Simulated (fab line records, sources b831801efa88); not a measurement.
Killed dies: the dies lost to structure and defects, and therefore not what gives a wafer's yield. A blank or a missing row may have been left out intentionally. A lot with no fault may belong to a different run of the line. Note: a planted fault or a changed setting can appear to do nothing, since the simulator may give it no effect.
Matching of chambers ; flow gf180mcu ; GF_M5_ETCH_09 on rie diel-01 has 4 sister chambers
The step etches Si3N4 in CF4/O2, target depth 52 nm, time 11.6 s. 16 wafers are shown with their chamber, then 8 later ones without.

WAFERS, EACH WITH ITS CHAMBER
wafer;chamber;rf fwd power W (W);oes product au (a.u.);throttle valve pct (%)
L080.1;1;788;0.993;5.966
L080.2;0;777;1.002;5.981
L080.3;3;780;0.991;5.990
L087.1;1;791;1.002;5.967
L087.2;3;775;1.008;5.972
L087.3;0;780;1.008;5.968
L090.2;3;777;0.996;5.964
L090.3;1;791;0.983;5.943
L090.4;2;782;1.003;5.953
L091.1;3;781;1.006;5.971
L091.3;1;791;0.993;5.971
L091.4;2;785;1.007;5.980
L093.1;0;783;1.001;5.968
L093.5;0;783;1.013;5.977
L093.6;1;792;0.992;5.975
L094.2;3;783;1.007;5.978

SIGNATURES (means of the wafers above)
reading;chamber 0;chamber 1;chamber 2;chamber 3;scatter within a chamber
rf fwd power W;780.75;790.60;783.50;779.20;2.57
oes product au;1.00600;0.99260;1.00500;1.00160;0.00656
throttle valve pct;5.97350;5.96440;5.96650;5.97500;0.0112
Rule: for each reading, subtract the chamber's mean from the wafer's reading, divide by that reading's scatter and square the result; add these up over the readings and take the root, which gives the wafer's distance from the chamber. The wafer belongs to the nearest chamber; if the next one is less than 2 further off, it can't be placed. The scatter: the root of (the sum of the squares of (reading less its chamber's mean) over the shown wafers, divided by (wafers less chambers)).

WAFERS WHOSE CHAMBER IS MISSING
wafer;rf fwd power W (W);oes product au (a.u.);throttle valve pct (%)
L094.3;783;0.995;5.965
L094.5;789;0.987;5.973
L096.3;789;0.994;5.980
L096.4;781;1.001;5.974
L096.5;791;0.993;5.970
L097.2;786;0.996;5.966
L097.4;790;0.981;5.965
L097.6;780;1.000;5.960

WHICH CHAMBER EACH ONE RAN IN
wafer;from the rows above;in truth
L094.3;can't be placed: 2 or 3 or 0 or 1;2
L094.5;1;1
L096.3;can't be placed: 1 or 2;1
L096.4;can't be placed: 3 or 0 or 2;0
L096.5;1;1
L097.2;can't be placed: 2 or 1 or 0 or 3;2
L097.4;1;1
L097.6;can't be placed: 3 or 0 or 2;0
Correctly placed: 3 of 8. Can't be placed from these rows: 5 (the true chamber is among the candidates in 5). Wrongly placed: 0.
